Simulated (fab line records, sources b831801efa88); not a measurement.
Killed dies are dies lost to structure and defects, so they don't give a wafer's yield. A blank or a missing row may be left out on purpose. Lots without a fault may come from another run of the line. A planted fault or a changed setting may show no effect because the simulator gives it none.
fab line records | flow sky130
record lots=6 wafers=18 last_day=50
route steps=708 shown METAL4@627 VIA4@639 PAD_OPEN@708
lots that met no fault: from a run of the same line without faults
start_h: hours from the record's first day to the start of the lot's first wafer shown | wait_h: hours since the lot's step before | " the same as in the row above | L1.1+2: a row that stands for several wafers | - no value, or no start given | * or withheld: withheld | < > ~ a bound
route shown NAME@n: a module of which the file shows steps, and the number in the route of the first | usual: mean/standard deviation of fault-free wafers | same: alike in all rows | chamber/n: place in a boat | sites: the reading at each site | _std_site: their standard deviation | _edge_site: outer sites' mean less inner sites' | radius_mm: how far each site lies from the wafer's centre | mask NAME#n: copy n | behind: the tool/chamber that last shaped the wafer | hold: why the lot was held/for how many hours/how that ended | device: the transistor (n, p or np) that didn't switch | end of line: the same wafers' tests at the end of the route | a step without rows: its recipe alone | killed: dies lost to structure and defects at the first sort, not the wafer's yield | map: a wafer's dies, x killed, . not, _ none there
set.NAME: the setting as run; set.NAME@STEP: as run at that earlier step | model.NAME: the simulator's own value behind a step, which no gauge read
lots at some steps of the route; a table a step, a row a wafer
services: from which hour (start_h, from the record's first day; less than 0 if before it) a tool's chamber was out of use, for how many hours, and why
## steps
# step SKY_METAL4_PEB_11
# recipe peb_temp_c=withheld peb_time_s=withheld resist=KrF-thick
# step SKY_METAL4_DEVELOP_12
# recipe develop_time_s=60 resist=KrF-thick dev_temp_c=21
# step SKY_METAL4_CD_MEAS_13
# recipe target_cd_nm=300
# usual cd_nm=299.8/1.6
# columns lot.wafer tool chamber start_h wait_h cd_nm
L556.2 cd_sem-01 - 975.92 - 299.2
L556.3 " - " " 300.7
L556.5 " - " " 299.7
L560.3 cd_sem-01 - 1014.11 - 300.4
L560.4 " - " " 300.6
L560.6 " - " " 301.1
L567.2 cd_sem-01 - 1055.31 - 301.2
L567.3 " - " " 301.1
L567.4 " - " " 300.3
L569.1 cd_sem-01 - 1069.30 - 300.6
L569.3 " - " " 301.8
L569.5 " - " " 301.8
L573.1 cd_sem-02 - 1104.02 - 299.7
L573.4 " - " " 300.4
L573.5 " - " " 302.5
L576.3 cd_sem-01 - 1112.28 - 298.6
L576.4 " - " " 298.7
L576.6 " - " " 298.8
# step SKY_METAL4_OVL_MEAS_14
# usual METAL4_OVL=-1/5.4
# columns lot.wafer tool chamber start_h wait_h METAL4_OVL[nm]
L556.2 overlay-02 - 976.03 0.1 -4
L556.3 " - " " -1
L556.5 " - " " 5
L560.3 overlay-02 - 1014.21 0.1 -3
L560.4 " - " " 4
L560.6 " - " " -3
L567.2 overlay-01 - 1055.42 0.1 -7
L567.3 " - " " -1
L567.4 " - " " -4
L569.1 overlay-02 - 1069.42 0.1 -3
L569.3 " - " " 1
L569.5 " - " " -11
L573.1 overlay-02 - 1104.14 0.1 -1
L573.4 " - " " -9
L573.5 " - " " 4
L576.3 overlay-01 - 1112.37 0.1 -2
L576.4 " - " " -2
L576.6 " - " " -1
# step SKY_METAL4_DESCUM_15
# recipe chemistry=O2 source_power_w=150 bias_power_w=0 pressure_mtorr=10 temp_c=40 time_s=8
# step SKY_METAL4_ETCH_16
# recipe chemistry=N2/H2 target=BARC ion_energy_ev=200 bias_w=100 pressure_mtorr=30 n2_flow_sccm=100 h2_flow_sccm=200 icp_w=500 stop_on=SiO2 time_s=88.2 target_depth_a=600
# usual drypump_motor_current_A=6.0/0.34 oes_product_au=0.625/0.0041 throttle_valve_pct=13.205/0.0089
# columns lot.wafer tool chamber start_h wait_h drypump_motor_current_A oes_product_au rf_hours_counter_h throttle_valve_pct
L556.2 rie_metal-03 1 976.09 0.0 5.5 0.627 2 13.206
L556.3 " 0 " " 6.3 0.622 - 13.201
L556.5 " 0 " " 6.3 0.627 - 13.203
L560.3 rie_metal-02 0 1014.29 0.0 5.8 0.620 - 13.209
L560.4 " 1 " " 6.6 0.623 - 13.212
L560.6 " 1 " " 6.6 0.625 - 13.205
L567.2 rie_metal-03 0 1055.48 0.0 6.3 0.629 3 13.207
L567.3 " 0 " " 6.3 0.622 - 13.202
L567.4 " 1 " " 5.6 0.625 - 13.219
L569.1 rie_metal-01 1 1069.49 0.0 6.0 0.629 16 13.195
L569.3 " 0 " " 6.2 0.629 - 13.200
L569.5 " 1 " " 6.0 0.626 - 13.201
L573.1 rie_metal-01 1 1104.21 0.0 6.0 0.625 18 13.197
L573.4 " 1 " " 6.0 0.619 - 13.212
L573.5 " 0 " " 6.1 0.625 - 13.211
L576.3 rie_metal-02 1 1112.46 0.0 6.6 0.629 - 13.218
L576.4 " 0 " " 5.8 0.625 - 13.214
L576.6 " 1 " " 6.6 0.620 - 13.212
# step SKY_METAL4_ETCH_17
# recipe target=SiO2 stop_on=TiN chemistry=C4F8/O2/Ar source_w=1500 bias_w=1200 pressure_mtorr=40 c4f8_flow_sccm=withheld O2_flow_sccm=6 Ar_flow_sccm=300 time_s=3.9 target_depth_a=150
# usual oes_product_au=0.755/0.0067
# columns lot.wafer tool chamber start_h wait_h oes_product_au rf_hours_counter_h
L556.2 rie_diel-02 0 976.19 0.1 0.750 9
L556.3 " 3 " " 0.746 4
L556.5 " 3 " " 0.754 -
L560.3 rie_diel-02 3 1014.36 0.0 0.759 5
L560.4 " 1 " " 0.765 28
L560.6 " 3 " " 0.763 -
L567.2 rie_diel-01 3 1055.58 0.1 0.751 11
L567.3 " 0 " " 0.752 5
L567.4 " 1 " " 0.756 4
L569.1 rie_diel-02 2 1069.59 0.1 0.738 15
L569.3 " 1 " " 0.742 29
L569.5 " 2 " " 0.743 -
L573.1 rie_diel-01 3 1104.31 0.1 0.751 12
L573.4 " 1 " " 0.751 6
L573.5 " 2 " " 0.768 -
L576.3 rie_diel-02 2 1112.53 0.0 0.762 16
L576.4 " 2 " " 0.757 -
L576.6 " 3 " " 0.759 -
# step SKY_METAL4_METAL_ETCH_18
# recipe target_depth_a=8450 stop_on=SiO2 over_etch_frac=0.3 time_s=183.1 chemistry=Cl2/BCl3 resist_sidewall_deg=88 pressure_mtorr=10 icp_w=900 bias_w=48.5 Cl2_flow_sccm=60 bcl3_flow_sccm=30
# usual bcl3_flow_sccm=30.00/0.085 drypump_motor_current_A=6.1/0.32 oes_product_au=0.868/0.0067 throttle_valve_pct=22.264/0.0088
# columns lot.wafer tool chamber start_h wait_h bcl3_flow_sccm drypump_motor_current_A oes_product_au rf_hours_counter_h throttle_valve_pct
L556.2 rie_metal-02 1 976.21 0.0 29.95 6.6 0.866 9 22.277
L556.3 " 1 " " 29.95 6.6 0.879 - 22.250
L556.5 " 0 " " 29.97 5.8 0.872 - 22.272
L560.3 rie_metal-01 1 1014.44 0.1 30.18 6.0 0.865 - 22.270
L560.4 " 0 " " 30.02 6.2 0.869 - 22.263
L560.6 " 1 " " 29.96 6.0 0.874 - 22.282
L567.2 rie_metal-02 1 1055.60 0.0 30.12 6.6 0.877 14 22.265
L567.3 " 0 " " 29.93 5.8 0.867 - 22.273
L567.4 " 1 " " 30.04 6.6 0.863 - 22.263
L569.1 rie_metal-02 1 1069.61 0.0 30.03 6.5 0.872 15 22.264
L569.3 " 1 " " 29.99 6.6 0.874 - 22.249
L569.5 " 0 " " 30.13 5.8 0.879 - 22.263
L573.1 rie_metal-02 0 1104.33 0.0 29.90 5.8 0.867 25 22.254
L573.4 " 1 " " 30.04 6.6 0.868 - 22.256
L573.5 " 0 " " 29.95 5.8 0.873 - 22.263
L576.3 rie_metal-03 1 1112.61 0.1 29.97 5.5 0.867 - 22.273
L576.4 " 0 " " 30.15 6.3 0.868 - 22.266
L576.6 " 1 " " 29.97 5.5 0.869 - 22.254
# step SKY_METAL4_STRIP_19
# recipe chemistry=O2/N2 power_w=1400 pressure_mtorr=1500 platen_temp_c=withheld o2_flow_sccm=3000 n2_flow_sccm=300 overash_fraction=0.5
# usual drypump_motor_current_A=5.7/0.43 oes_product_au=0.503/0.0048 strip_time_to_endpoint_s=6.56/0.058
# columns lot.wafer tool chamber start_h wait_h drypump_motor_current_A oes_product_au rf_hours_counter_h strip_time_to_endpoint_s
L556.2 plasma_asher-04 0 976.39 0.1 5.7 0.500 82 6.48
L556.3 " 1 " " 5.9 0.500 - 6.48
L556.5 " 0 " " 5.7 0.509 - 6.49
L560.3 plasma_asher-01 0 1014.59 0.1 5.1 0.501 - 6.53
L560.4 " 1 " " 5.7 0.505 - 6.52
L560.6 " 1 " " 5.7 0.499 - 6.59
L567.2 plasma_asher-03 1 1055.77 0.1 5.8 0.496 30 6.64
L567.3 " 1 " " 5.8 0.503 - 6.63
L567.4 " 0 " " 6.4 0.503 - 6.60
L569.1 plasma_asher-01 0 1069.79 0.1 5.1 0.499 0 6.59
L569.3 " 0 " " 5.1 0.502 - 6.62
L569.5 " 0 " " 5.1 0.500 - 6.61
L573.1 plasma_asher-01 0 1104.51 0.1 5.1 0.505 4 6.51
L573.4 " 1 " " 5.7 0.508 - 6.59
L573.5 " 1 " " 5.7 0.509 - 6.57
L576.3 plasma_asher-01 1 1112.76 0.1 5.7 0.505 - 6.54
L576.4 " 0 " " 5.1 0.520 - 6.74
L576.6 " 0 " " 5.1 0.502 - 6.53
# step SKY_METAL4_STRIP_20
# recipe chemistry=post_etch_residue_remover time_s=1200 temp_c=72.5
# step SKY_METAL4_CLEAN_21
# recipe chemistry=IPA time_s=180 temp_c=25
# step SKY_METAL4_CLEAN_22
# recipe chemistry=O3/DIW dry=n2_spin
# step SKY_VIA4_HDPCVD_00
# recipe material=SiO2 target_thk_nm=1750 sigma_open_frac=0.3 time_s=291.7 temp_c=400 sih4_flow_sccm=60 pressure_mtorr=6
# usual run_length_s=319.4/0.45
# columns lot.wafer tool chamber start_h wait_h run_length_s model.SiO2_of_VIA4_HDPCVD_00.thk_nm
L556.2 hdpcvd-01 1 977.01 0.0 319.6 1751
L556.3 " 0 " " 319.7 1743
L556.5 " 2 " " 319.2 1765
L560.3 hdpcvd-02 2 1015.15 0.0 319.7 1773
L560.4 " 2 " " 319.5 1758
L560.6 " 0 " " 319.6 1736
L567.2 hdpcvd-01 2 1056.40 0.0 318.6 1738
L567.3 " 1 " " 319.6 1750
L567.4 " 0 " " 345.7 1916
L569.1 hdpcvd-01 0 1070.42 0.0 346.1 1910
L569.3 " 1 " " 319.8 1747
L569.5 " 0 " " 346.1 1904
L573.1 hdpcvd-02 2 1105.17 0.0 319.2 1755
L573.4 " 1 " " 319.3 1735
L573.5 " 0 " " 319.4 1744
L576.3 hdpcvd-02 0 1113.40 0.0 319.7 1724
L576.4 " 2 " " 319.2 1743
L576.6 " 1 " " 318.9 1733
# step SKY_VIA4_THK_MEAS_01
# recipe reads=SiO2_of_VIA4_HDPCVD_00
# usual VIA4_HDPCVD_THK=1749/19
# columns lot.wafer tool chamber start_h wait_h VIA4_HDPCVD_THK[nm]
L556.2 film_metro-01 - 977.20 0.1 1752
L556.3 " - " " 1744
L556.5 " - " " 1764
L560.3 film_metro-03 - 1015.35 0.1 1773
L560.4 " - " " 1758
L560.6 " - " " 1735
L567.2 film_metro-01 - 1056.59 0.1 1738
L567.3 " - " " 1750
L567.4 " - " " 1913
L569.1 film_metro-03 - 1070.60 0.1 1908
L569.3 " - " " 1748
L569.5 " - " " 1905
L573.1 film_metro-04 - 1105.35 0.1 1757
L573.4 " - " " 1734
L573.5 " - " " 1744
L576.3 film_metro-03 - 1113.59 0.1 1724
L576.4 " - " " 1742
L576.6 " - " " 1735
# step SKY_VIA4_CMP_02
# recipe material=SiO2 down_force_psi=4 platen_rpm=60 pad_velocity_m_s=0.94248
# usual motor_current_A=11.7/0.83 slurry_flow_ml_min=150.0/0.45
# columns lot.wafer tool chamber start_h wait_h motor_current_A slurry_flow_ml_min
L556.3 cmp-02 0 977.25 0.0 12.4 149.8
L556.2 " 3 " " 12.4 150.0
L556.5 " 1 " " 10.1 150.2
L560.4 cmp-01 2 1015.49 0.1 11.5 149.8
L560.3 " 3 " " 11.8 149.6
L560.6 " 0 " " 12.5 150.7
L567.3 cmp-02 3 1056.69 0.1 11.7 150.0
L567.4 " 0 " " 11.3 150.3
L567.2 " 1 " " 10.3 150.0
L569.1 cmp-02 2 1070.71 0.1 11.7 149.8
L569.3 " 3 " " 11.7 150.3
L569.5 " 1 " " 9.9 149.5
L573.1 cmp-02 1 1105.46 0.1 11.0 150.7
L573.4 " 2 " " 11.6 150.5
L573.5 " 1 " " 10.7 150.2
L576.3 cmp-02 0 1113.68 0.1 12.3 150.0
L576.4 " 1 " " 10.2 150.0
L576.6 " 3 " " 12.2 149.1
# step SKY_PAD_OPEN_PROBE_99
# usual defect_limited_yield=82.8/1.8 killed_at_M0_to_M3=42/6.4 killed_at_M4_up=3.0/2 killed_at_contacts=24/5.2 killed_at_front_end=14/4.2 killed_at_other=0.4/0.72 killed_dies=84/9 killed_open=46/6.6 killed_short=38/6 sort_bin_3_pad_short=0.9/0.4 sort_bin_5_function=10.1/1.4 sort_bin_6_memory=6.2/1.1 sort_n_pass=408/9 sort_yield_pct=82.8/1.8
# same gross_dies=492 killed_at_back_side=0 sort_bin_4_leakage[%]=0 sort_bin_8_speed[%]=0
# columns lot.wafer tool chamber start_h wait_h defect_limited_yield[%] killed_at_M0_to_M3 killed_at_M4_up killed_at_contacts killed_at_front_end killed_at_other killed_dies killed_open killed_short sort_bin_3_pad_short[%] sort_bin_5_function[%] sort_bin_6_memory[%] sort_n_pass sort_yield_pct[%]
L560.3 prober-01 - 1106.41 0.2 83.5 35 1 25 20 0 81 47 34 0.6 10.6 5.3 411 83.5
L560.4 prober-01 - 1106.46 0.2 83.3 43 5 20 13 1 82 40 41 0.4 10.4 5.9 410 83.3
L560.6 prober-01 - 1106.56 0.2 84.6 39 2 23 12 0 76 40 36 0.2 8.7 6.5 416 84.6
L567.2 prober-02 - 1143.30 0.1 81.3 42 3 27 18 2 92 50 40 1.2 8.7 8.7 400 81.3
L567.3 prober-02 - 1143.35 0.2 82.1 46 0 24 17 1 88 51 36 0.6 10.2 7.1 404 82.1
L567.4 prober-02 - 1143.40 0.2 83.3 39 2 25 16 0 82 48 34 1.4 8.3 6.9 410 83.3
# killed by level:class
L560.3 CONTACT:geometric_particle:open=10 VIA1:geometric_particle:open=10 VIA1:geometric_particle:short=8 POLY_GATE:geometric_particle:open=6 LI_CONTACT:geometric_particle:open=6 LOCAL_INTERCONNECT:geometric_particle:short=6 FIELD_ISO:geometric_particle:open=5 FIELD_ISO:geometric_particle:short=5
L560.4 CONTACT:geometric_particle:open=8 VIA3:geometric_particle:open=7 METAL2:geometric_particle:short=6 VIA1:geometric_particle:short=6 VIA2:geometric_particle:open=6 VIA1:geometric_particle:open=5 POLY_GATE:geometric_particle:open=4 LI_CONTACT:geometric_particle:open=4
L560.6 LI_CONTACT:geometric_particle:open=10 VIA2:geometric_particle:open=7 CONTACT:geometric_particle:short=6 VIA3:geometric_particle:open=6 CONTACT:geometric_particle:open=5 VIA3:geometric_particle:short=5 METAL3:geometric_particle:short=4 METAL1:geometric_particle:short=4
L567.2 CONTACT:geometric_particle:open=12 VIA2:geometric_particle:open=8 VIA1:geometric_particle:short=7 LI_CONTACT:geometric_particle:open=6 VIA1:geometric_particle:open=6 METAL2:geometric_particle:short=6 VIA3:geometric_particle:open=5 POLY_GATE:geometric_particle:open=4
L567.3 VIA1:geometric_particle:open=11 METAL2:geometric_particle:short=9 CONTACT:geometric_particle:open=9 LI_CONTACT:geometric_particle:open=8 VIA3:geometric_particle:open=8 POLY_GATE:geometric_particle:short=5 VIA2:geometric_particle:open=5 FIELD_ISO:geometric_particle:open=4
L567.4 VIA1:geometric_particle:open=11 CONTACT:geometric_particle:open=9 VIA2:geometric_particle:open=7 CONTACT:geometric_particle:short=6 LI_CONTACT:geometric_particle:open=6 FIELD_ISO:geometric_particle:short=4 FIELD_ISO:geometric_particle:open=4 LOCAL_INTERCONNECT:geometric_particle:short=4
## services
# columns tool chamber start_h hours kind
cmp-01 - 956.24 6.8 pm
hdpcvd-02 2 992.25 4.8 repair
rie_metal-01 - 993.12 0.4 repair
rie_metal-03 - 996.96 28.1 pm
hdpcvd-01 - 1012.92 2.8 repair
cmp-02 - 1021.78 0.5 repair
plasma_asher-01 - 1023.66 1.1 repair
cmp-02 - 1027.67 8.5 pm
plasma_asher-03 - 1032.31 14.6 pm
cmp-01 - 1053.78 1.4 repair
plasma_asher-01 - 1055.32 9.0 pm
plasma_asher-01 0 1055.32 9.0 vent_cycle
plasma_asher-01 1 1055.32 9.0 vent_cycle
rie_diel-02 0 1056.84 4.3 repair
plasma_asher-01 0 1064.32 - clean
plasma_asher-01 1 1064.32 - clean
hdpcvd-02 - 1077.48 0.3 repair
rie_metal-02 - 1082.17 2.8 pm
cmp-01 - 1084.08 4.0 pm
rie_diel-02 - 1105.52 0.4 repair
cmp-01 - 1105.75 1.1 repair
rie_diel-02 1 1109.25 - clean
rie_diel-02 1 1109.25 19.9 scheduled_down
rie_diel-02 1 1109.25 19.9 vent_cycle
## key
first_sign step=SKY_VIA4_HDPCVD_00 reading=run_length_s direction=up sigmas=59 usual=* struck=*
effect step=SKY_VIA4_THK_MEAS_01 reading=VIA4_HDPCVD_THK direction=up sigmas=8.3 usual=1749 struck=1909
model_effect step=SKY_VIA4_HDPCVD_00 value=SiO2_of_VIA4_HDPCVD_00.thk_nm without=1750 struck=1910
met_at SKY_VIA4_HDPCVD_00
struck_wafers L567.4,L569.1,L569.5
onset_between 977.01 1056.40
fault kind=process_parameter_drift tool=hdpcvd-01 chamber=0 onset_h=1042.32 steps=SKY_VIA4_HDPCVD_00 channel=time_s offset=* shape=step end_h=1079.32 acts_in=* stated=*
